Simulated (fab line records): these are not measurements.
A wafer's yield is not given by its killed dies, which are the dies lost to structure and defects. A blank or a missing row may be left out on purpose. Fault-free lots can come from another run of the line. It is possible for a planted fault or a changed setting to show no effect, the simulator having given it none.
A single fault, viewed from 2 desks    flow gf180mcu    each desk holds nothing but its own numbers, with what lay behind them at the end

TOOL OWNER'S DESK, cvd w-01
The tool's own readings at GF_V5_CVD_23 (deposits W, target thk 350 nm, time 104.9 s): means of the sampled wafers that have a number, for each lot that ran on this tool. The brackets show how far a lot's mean lies from the usual mean; more than 4 standard deviations puts the lot out of limits, marked OUT.
Columns: A = heater power w at GF_V5_CVD_23, usual 842 W
lot   first seen here  A
L326  day 27 22:02     942
L336  day 31 02:48     908
L338  day 31 07:16     947
This desk's verdict: no lot among the 3 shows anything out of limits.

METROLOGY DESK
What the gauges read for every lot (on any tool): the sampled wafers with a number, averaged. The brackets show how far a lot's mean lies from the usual mean; more than 4 standard deviations puts the lot out of limits, marked OUT.
Columns: A = cd nm at GF_V5_CD_MEAS_14, usual 260.0 nm; B = V5_OVL at GF_V5_OVL_MEAS_15, usual -2 nm; C = V5_W_RS at GF_V5_RS_MEAS_24, usual 0.329 ohm/sq
lot   first seen here  A      B   C
L326  day 27 21:01     259.3  2   0.330
L328  day 28 13:08     258.7  1   0.326
L336  day 31 01:52     258.9  1   0.330
L338  day 31 06:19     259.1  -8  0.331
L341  day 32 12:17     258.9  7   0.327
L343  day 33 02:40     263.1  -2  0.321
This desk's verdict: no lot among the 6 shows anything out of limits.

ALL TOGETHER
The tool owner's desk saw nothing out of limits.
At the metrology desk, nothing out of limits was observed.

WHAT THE SIMULATOR PUT IN
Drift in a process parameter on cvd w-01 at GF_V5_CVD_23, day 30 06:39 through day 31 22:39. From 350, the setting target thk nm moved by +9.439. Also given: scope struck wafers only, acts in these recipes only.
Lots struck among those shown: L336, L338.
